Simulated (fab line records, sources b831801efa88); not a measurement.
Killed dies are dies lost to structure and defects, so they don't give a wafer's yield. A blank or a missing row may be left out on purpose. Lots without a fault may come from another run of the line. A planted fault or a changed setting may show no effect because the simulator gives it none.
Problem report in the 8D (eight disciplines) form, filled by code | flow sky130 | the parts of the form that need people (team, actions taken, sign-off) are left out

1. THE PROBLEM
cd_nm at SKY_SD_P_CD_MEAS_07 reads a mean of 426.3 nm on 3 wafers of 3 lots; wafers without a fault read 380.6 nm with a standard deviation of 2.1. That is +22 standard deviations from the usual mean.
The step: target cd 380 nm.
First seen on wafer L365.4, day 28 10:48, on cd_sem-01. The record holds 33 wafers of 12 lots with a number at this step. Rule for "out", or "out of limits": more than 4 standard deviations from the usual mean. The other wafers with a number count as sound.

2. WHAT IT IS AND WHAT IT IS NOT
question                    | is                     | is not
which readings at this step | cd_nm                  | -
which lots                  | L365, L367, L368       | L359, L361, L374, L375, L376, L377, L379, L380, L381
which wafers of those lots  | L365.4, L367.5, L368.5 | L365.2, L367.6, L368.2
read on which gauges        | cd_sem-01, cd_sem-02   | -
when                        | from day 28 10:48      | up to then (7 sound wafers); but 23 sound wafers of L367, L368, L374, L375, L376, L377, L379, L380, L381 came after

3. SUSPECTS, AND WHAT RULES EACH OUT
Counting: a tool at a process step up to the reading stays a suspect if it ran every lot that is out. Sound lots after the first of them don't rule it out here, since some wafers of a struck lot are sound.
- the gauge at SKY_SD_P_CD_MEAS_07: ruled out. The wafers that are out were read on 2 gauges (cd_sem-01, cd_sem-02).
- litho_track-04 at SKY_SD_P_COAT_02 (resist thk 1140 nm): kept. It ran every lot that is out, first L365 (day 27 20:18); its last sound lot up to then is L359 (day 25 23:29).
Left after counting: litho_track-04 at SKY_SD_P_COAT_02.

4. THE CAUSE (what the simulator had put in)
Process parameter drift: litho_track-04, from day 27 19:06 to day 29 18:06, at SKY_SD_P_COAT_02. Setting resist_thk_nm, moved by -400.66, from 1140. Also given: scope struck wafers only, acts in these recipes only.
Counting left only this tool.

5. THE CHAIN OF EFFECTS, in route order
Each row: a reading whose mean over the struck wafers that have a number lies more than 3 standard deviations from the usual. Only readings for which the record gives a usual standard deviation are gone through. hours: the time from each lot's start at the first step in this table that gives one to its start at this step, as a median over the lots. sigmas: the change in usual standard deviations.
hours | step                | reading                  | usual      | on struck wafers | change | sigmas
0     | SKY_SD_P_CD_MEAS_07 | cd_nm                    | 380.6 nm   | 426.3            | +45.7  | +22
0     | SKY_SD_P_STRIP_10   | oes_product_au           | 0.618 a.u. | 0.585            | -0.033 | -7.1
0     | SKY_SD_P_STRIP_10   | strip_time_to_endpoint_s | 17.50 s    | 12.95            | -4.55  | -99 or more
The process steps in it:
- SKY_SD_P_STRIP_10: strips in O2/N2.

6. WHAT WOULD HAVE CAUGHT IT SOONER
In this record the first reading out of limits at a measuring or inspecting step was taken at day 28 10:48, 16 hours after the fault began at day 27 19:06.
Of the lots that are out (3), L368 began SKY_SD_P_COAT_02 on litho_track-04 after day 28 10:48. A hold on the tool at that time would have spared it.
